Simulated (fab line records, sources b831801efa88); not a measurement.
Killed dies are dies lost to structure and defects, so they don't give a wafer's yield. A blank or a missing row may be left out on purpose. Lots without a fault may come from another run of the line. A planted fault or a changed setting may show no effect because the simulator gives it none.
Problem report in the 8D (eight disciplines) form, filled by code | flow sky130 | the parts of the form that need people (team, actions taken, sign-off) are left out

1. THE PROBLEM
cd_nm at SKY_LOCAL_INTERCONNECT_CD_MEAS_11 reads a mean of 115.7 nm on 4 wafers of 2 lots; wafers without a fault read 169.7 nm with a standard deviation of 1.4. That is -39 standard deviations from the usual mean.
The step: target cd 170 nm.
First seen on wafer L418.3, day 32 05:10, on cd_sem-02. The record holds 39 wafers of 13 lots with a number at this step. Rule for "out", or "out of limits": more than 4 standard deviations from the usual mean. The other wafers with a number count as sound.

2. WHAT IT IS AND WHAT IT IS NOT
question                    | is                             | is not
which readings at this step | cd_nm                          | -
which lots                  | L418, L422                     | L414, L415, L417, L427, L430, L431, L432, L434, L435, L436, L437
which wafers of those lots  | L418.3, L418.5, L422.3, L422.5 | L418.2, L422.6
read on which gauges        | cd_sem-01, cd_sem-02           | -
when                        | from day 32 05:10              | up to then (10 sound wafers); but 25 sound wafers of L422, L427, L430, L431, L432, L434, L435, L436, L437 came after

3. SUSPECTS, AND WHAT RULES EACH OUT
Counting: a tool at a process step up to the reading stays a suspect if it ran every lot that is out. Sound lots after the first of them don't rule it out here, since some wafers of a struck lot are sound.
- the gauge at SKY_LOCAL_INTERCONNECT_CD_MEAS_11: ruled out. The wafers that are out were read on 2 gauges (cd_sem-01, cd_sem-02).
- krf_scanner-01 at SKY_LOCAL_INTERCONNECT_EXPOSE_08 (exposes mask LI1M, target cd 170 nm): kept. It ran every lot that is out, first L418 (day 31 15:51); its last sound lot up to then is L417 (day 30 17:33).
Left after counting: krf_scanner-01 at SKY_LOCAL_INTERCONNECT_EXPOSE_08.

4. THE CAUSE (what the simulator had put in)
Process parameter drift: krf_scanner-01, from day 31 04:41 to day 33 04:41, at SKY_LOCAL_INTERCONNECT_EXPOSE_08. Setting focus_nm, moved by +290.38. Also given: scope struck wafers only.
Counting left only this tool.

5. THE CHAIN OF EFFECTS, in route order
Each row: a reading whose mean over the struck wafers that have a number lies more than 3 standard deviations from the usual. Only readings for which the record gives a usual standard deviation are gone through. hours: the time from each lot's start at the first step in this table that gives one to its start at this step, as a median over the lots. sigmas: the change in usual standard deviations.
hours | step                              | reading            | usual    | on struck wafers | change | sigmas
0     | SKY_LOCAL_INTERCONNECT_CD_MEAS_11 | cd_nm              | 169.7 nm | 115.7            | -54.0  | -39
354   | SKY_PAD_OPEN_PROBE_99             | killed_at_contacts | 25       | 428              | +403   | +71
354   | SKY_PAD_OPEN_PROBE_99             | killed_dies        | 87       | 492              | +405   | +47
354   | SKY_PAD_OPEN_PROBE_99             | killed_on_rim      | 17       | 96               | +79    | +20
The process steps in it:
- SKY_PAD_OPEN_PROBE_99

6. WHAT WOULD HAVE CAUGHT IT SOONER
In this record the first reading out of limits at a measuring or inspecting step was taken at day 32 05:10, 24 hours after the fault began at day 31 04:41.
Of the lots that are out (2), L422 began SKY_LOCAL_INTERCONNECT_EXPOSE_08 on krf_scanner-01 after day 32 05:10. A hold on the tool at that time would have spared it.
